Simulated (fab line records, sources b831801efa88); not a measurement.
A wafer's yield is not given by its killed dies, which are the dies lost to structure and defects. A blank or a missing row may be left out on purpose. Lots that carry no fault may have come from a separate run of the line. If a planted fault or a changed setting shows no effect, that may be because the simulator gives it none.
A lot that was struck, set against a sound lot    flow sky130    17 out of 708 route steps
Sound: the wafers L485.1, L485.4, L485.6. Struck: wafer L478.3. (L478.1, L478.6 of the same lot were not struck and are left out.) The cause comes at the end.
For every step that has rows: the tool of each side, followed by ch and its chambers, followed by its first start. Under that, the readings that differ: sound wafers    struck wafers    difference of the means    sigmas: that difference in standard deviations of wafers without a fault.
alike: same words and numbers on both sides, and readings whose means sit less than 2 such deviations apart. not compared: any withheld reading, any reading some wafer has no value for, any bound like >300 that may hide the same value, and any number with overlapping values for which the record gives no deviation.
A row with sigmas, a row that says differs or no value, or rows on one side alone: a step with any of these is where the two part. Numbers that don't overlap but have no deviation are shown without sigmas and don't part them. A reading that every wafer of one side lacks parts them only if that side has two wafers or more.

SKY_LI_CONTACT_CMP_02: polishes PSG.
  sound on cmp-02 ch 1,2, day 34 07:40; struck on cmp-01 ch 3, day 32 07:19
  alike: motor-current-A, time-to-endpoint-s
SKY_LI_CONTACT_BOW_MEAS_03:
  sound: film-metro-04 at day 34 07:58; struck: film-metro-04 at day 32 07:37
  alike: LI_CONTACT_BOW
then, 8 steps without rows for these wafers: SKY_LI_CONTACT_DEHYDRATE_04 (time 60 s); SKY_LI_CONTACT_HMDS_05 (prime time 60 s); SKY_LI_CONTACT_COAT_06 (resist thk 60 nm); SKY_LI_CONTACT_COAT_07 (resist thk 450 nm); SKY_LI_CONTACT_SOFTBAKE_08 (time 90 s); SKY_LI_CONTACT_EXPOSE_09 (exposes mask LICM1, target cd 170 nm); SKY_LI_CONTACT_PEB_10; SKY_LI_CONTACT_DEVELOP_11 (develop time 60 s).
SKY_LI_CONTACT_CD_MEAS_12 targets a cd of 170 nm.
  sound: cd-sem-01 at day 35 10:26; struck: cd-sem-01 at day 33 09:21
reading     sound              struck  difference  sigmas
cd-nm (nm)  172.8 172.8 173.4  169.0   -4.0        -3
SKY_LI_CONTACT_OVL_MEAS_13:
  sound: overlay-02 at day 35 10:34; struck: overlay-02 at day 33 09:28
  alike: LI_CONTACT_OVL
SKY_LI_CONTACT_ETCH_14: etches BARC in N2/H2, stops on SiO2, time 45.9 s, target depth 60 nm.
  sound on rie-diel-03 ch 1,2, day 35 10:36; struck on rie-diel-04 ch 3, day 33 09:31
reading                                            sound              struck  difference  sigmas
drypump-motor-current-A (A)                        4.7 4.8 5.9        6.1     +1.0        +2
oes-product-au (a.u.)                              0.863 0.860 0.859  1.000   +0.139      +27
run-length-s (s)                                   74.1 73.9 74.4     39.8    -34.3       -78
model.etch.depth-nm (nm)                           60.15 60.08 60.12  19.81   -40.31      
model.KrF-thick_of_LI_CONTACT_COAT_07.thk-nm (nm)  392.2 392.8 391.4  425.5   +33.4       
model.LI_CONTACT.cd-nm (nm)                        173.7 173.2 173.3  162.4   -11.0       
  alike: throttle-valve-pct
  not compared: rf-hours-counter-h
SKY_LI_CONTACT_ETCH_15: etches PSG in C4F8/O2/Ar, stops on Si, target depth 600 nm.
  sound on rie-diel-03 ch 1,2, day 35 10:38; struck on rie-diel-04 ch 3, day 33 09:33
reading                                            sound              struck  difference  sigmas
model.KrF-thick_of_LI_CONTACT_COAT_07.thk-nm (nm)  233.2 234.6 229.2  264.6   +32.3       
model.LI_CONTACT.cd-nm (nm)                        173.6 172.9 173.4  162.1   -11.2       
  alike: oes-product-au
SKY_LI_CONTACT_STRIP_16: strips in O2/N2.
  sound on plasma-asher-01 ch 0,1, day 35 10:43; struck on plasma-asher-01 ch 0, day 33 09:38
reading                       sound              struck  difference  sigmas
oes-product-au (a.u.)         0.380 0.373 0.376  0.391   +0.015      +3
strip-time-to-endpoint-s (s)  3.509 3.532 3.462  3.845   +0.344      +11
  alike: drypump-motor-current-A
  not compared: rf-hours-counter-h
then, 1 step without rows for these wafers: SKY_LI_CONTACT_CLEAN_17 (cleans in NMP, time 600 s).
-- record jumps: 15 days separate the struck wafers' starts on either side; left off in module LI_CONTACT, taken up again in module PAD_OPEN, whose first shown step is the route's number 708 --
SKY_PAD_OPEN_PROBE_99:
  sound: prober-02 at day 50 07:11; struck: prober-01 at day 48 21:26
reading                                  sound              struck  difference  sigmas
killed-at-contacts                       21 24 20           11      -11         -2
killed-at-front-end                      12 17 9            22      +9          +2
model.etest.licon-pdiff.rc-ohm           550.4 567.3 579.1  750.1   +184.5      
model.etest.pfet_01v8.r-on-ohm-um        2836 2852 2829     3072    +233        
model.etest.pfet-g5v0d10v5.r-on-ohm-um   4715 4671 4686     4898    +207        
model.etest.nfet-g5v0d10v5.r-on-ohm-um   1889 1884 1881     1972    +87         
model.etest.licon-high-po.rc-ohm         337.7 345.3 348.3  425.5   +81.7       
model.etest.nfet_01v8.r-on-ohm-um        808.9 805.9 793    884.6   +82.0       
model.etest.licon-ndiff.rc-ohm           179.1 182.8 175.9  245.2   +65.9       
model.etest.sonos-uncharged.r-on-ohm-um  812.8 810.6 819.9  858     +44         
  alike: killed_at_M0_to_M3, killed_at_M4_up, killed-at-other, killed-dies, killed-open, killed-short

== WHERE THEY PART ==
Earliest at SKY_LI_CONTACT_CD_MEAS_12; latest, in this record, at SKY_PAD_OPEN_PROBE_99.

WHY: what had been put in by the simulator
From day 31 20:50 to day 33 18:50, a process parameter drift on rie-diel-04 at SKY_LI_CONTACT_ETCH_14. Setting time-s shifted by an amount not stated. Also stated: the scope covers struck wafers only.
